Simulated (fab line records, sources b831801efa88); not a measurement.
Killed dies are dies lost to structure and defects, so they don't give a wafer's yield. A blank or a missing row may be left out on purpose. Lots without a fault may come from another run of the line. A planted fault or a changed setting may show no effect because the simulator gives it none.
Chamber matching | flow sky130 | SKY_VIA1_CMP_24 on cmp-01: 4 sister chambers
The step polishes, stops on SiO2, t overpolish 15 s, target thk 0 nm. 4 wafers are shown with their chamber, then 12 later ones without.

WAFERS WITH THEIR CHAMBER
wafer  | chamber | motor_current_A (A)
L085.1 | 0       | 12.0
L090.2 | 3       | 11.2
L090.3 | 1       | 12.3
L090.4 | 2       | 10.9

WAFERS WITHOUT THEIR CHAMBER
wafer  | motor_current_A (A)
L090.1 | 12.3
L090.5 | 12.1
L090.6 | 10.8
L091.2 | 12.6
L091.4 | 12.4
L091.6 | 13.2
L094.1 | 11.4
L094.2 | 12.6
L094.4 | 11.3
L095.1 | 12.8
L095.2 | 10.7
L095.6 | 12.0

WHICH CHAMBER EACH WENT THROUGH
wafer  | from the rows above          | in truth
L090.1 | can't be placed: 1 or 0      | 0
L090.5 | can't be placed: 0 or 1      | 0
L090.6 | can't be placed: 2 or 3      | 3
L091.2 | can't be placed: 1 or 0      | 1
L091.4 | can't be placed: 1 or 0      | 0
L091.6 | can't be placed: 1 or 0      | 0
L094.1 | can't be placed: 3 or 2 or 0 | 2
L094.2 | can't be placed: 1 or 0      | 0
L094.4 | can't be placed: 3 or 2 or 0 | 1
L095.1 | can't be placed: 1 or 0      | 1
L095.2 | can't be placed: 2 or 3      | 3
L095.6 | can't be placed: 0 or 1      | 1
Placed correctly: 0 of 12. Can't be placed from these rows: 12 (the true chamber is among the candidates in 11). Placed wrongly: 0.
How it was worked out, from the rows above alone: a wafer's distance from a chamber is the root of the sum, over the readings, of the square of ((its reading less the chamber's mean) divided by the reading's scatter). The wafer belongs to the nearest chamber; if the next one is less than 2 further off, it can't be placed. A chamber's mean is the mean of its shown wafers. The scatter: with one shown wafer a chamber, the root of the mean of the squares of how far each hidden wafer lies from its nearest shown one.
